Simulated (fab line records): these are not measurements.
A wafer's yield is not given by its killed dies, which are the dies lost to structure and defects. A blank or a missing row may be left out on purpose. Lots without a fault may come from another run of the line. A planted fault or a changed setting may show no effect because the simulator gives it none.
Problem report in the 8D (eight disciplines) form, filled by code / flow sky130 / the parts of the form that need people (team, actions taken, sign-off) are left out

1. THE PROBLEM
dose ions cm2 at SKY_LDD_HVP_IMPLANT_08 reads a mean of 1.4820e+13 on 6 wafers of 2 lots; wafers without a fault read 1.7001e+13 with a standard deviation of 1.6e+10. So: -99 or more standard deviations from the usual mean.
First observed at day 26 07:03: wafer L486.3, on implanter-01. The record has a number at this step for 39 wafers belonging to 13 lots. By rule, "out" or "out of limits" means more than 4 standard deviations away from the usual mean. All remaining wafers that have a number are taken as sound.

2. WHAT IT IS, WHAT IT ISN'T
question=which readings at this step | is=dose ions cm2, faraday current uA | is not=-
question=which lots | is=L486, L489 | is not=L473, L474, L475, L477, L478, L484, L490, L491, L493, L495, L496
question=which wafers of those lots | is=all that have a number | is not=-
question=read on which tools | is=implanter-01 | is not=implanter-03, implanter-04
question=when | is=from day 26 07:03 | is not=up to then (18 sound wafers); but 15 sound wafers of L490, L491, L493, L495, L496 came after

3. THE SUSPECTS, EACH WITH WHAT RULES IT OUT
Counting: a tool stays on the suspect list if, at a process step up to the reading, it processed all lots that are out and no sound lot following the first of them.
- plasma asher-03 at SKY_LDD_HVN_STRIP_09 (strips in O2/N2): ruled out as a lasting fault. The sound lots L491, L493 went through it after L486, its earliest lot that is out (day 25 02:08).
- implanter-01 at SKY_LDD_HVP_IMPLANT_08: kept. It ran every lot that is out, first L486 (day 26 07:03), and no sound lot after that; its last sound lot up to then is L478 (day 23 03:35). On those wafers its own readings are out: dose ions cm2, faraday current uA.
The count leaves implanter-01 at SKY_LDD_HVP_IMPLANT_08.

4. THE CAUSE (what the simulator had put in)
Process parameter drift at SKY_LDD_HVP_IMPLANT_08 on implanter-01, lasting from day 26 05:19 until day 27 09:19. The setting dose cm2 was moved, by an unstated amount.
After counting, this tool was the only one left.

5. THE CHAIN OF EFFECTS, in route order
Each row: a reading where the mean over the struck wafers with a number is more than 3 standard deviations away from the usual. Only readings for which the record gives a usual standard deviation are gone through. hours: the time from each lot's start at the first step in this table that gives one to its start at this step, as a median over the lots. sigmas: the change in usual standard deviations.
hours=0; step=SKY_LDD_HVP_IMPLANT_08; reading=dose ions cm2; usual=1.7001e+13; on struck wafers=1.4820e+13; change=-2.1805e+12; sigmas=-99 or more
hours=0; step=SKY_LDD_HVP_IMPLANT_08; reading=faraday current uA; usual=95.8; on struck wafers=82.7; change=-13.1; sigmas=-6.6
Here are the process steps it includes:
- SKY_LDD_HVP_IMPLANT_08

6. WHAT WOULD HAVE CAUGHT IT SOONER
In this record the first reading out of limits was taken at day 26 07:03, 2 hours after the fault began at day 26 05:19.
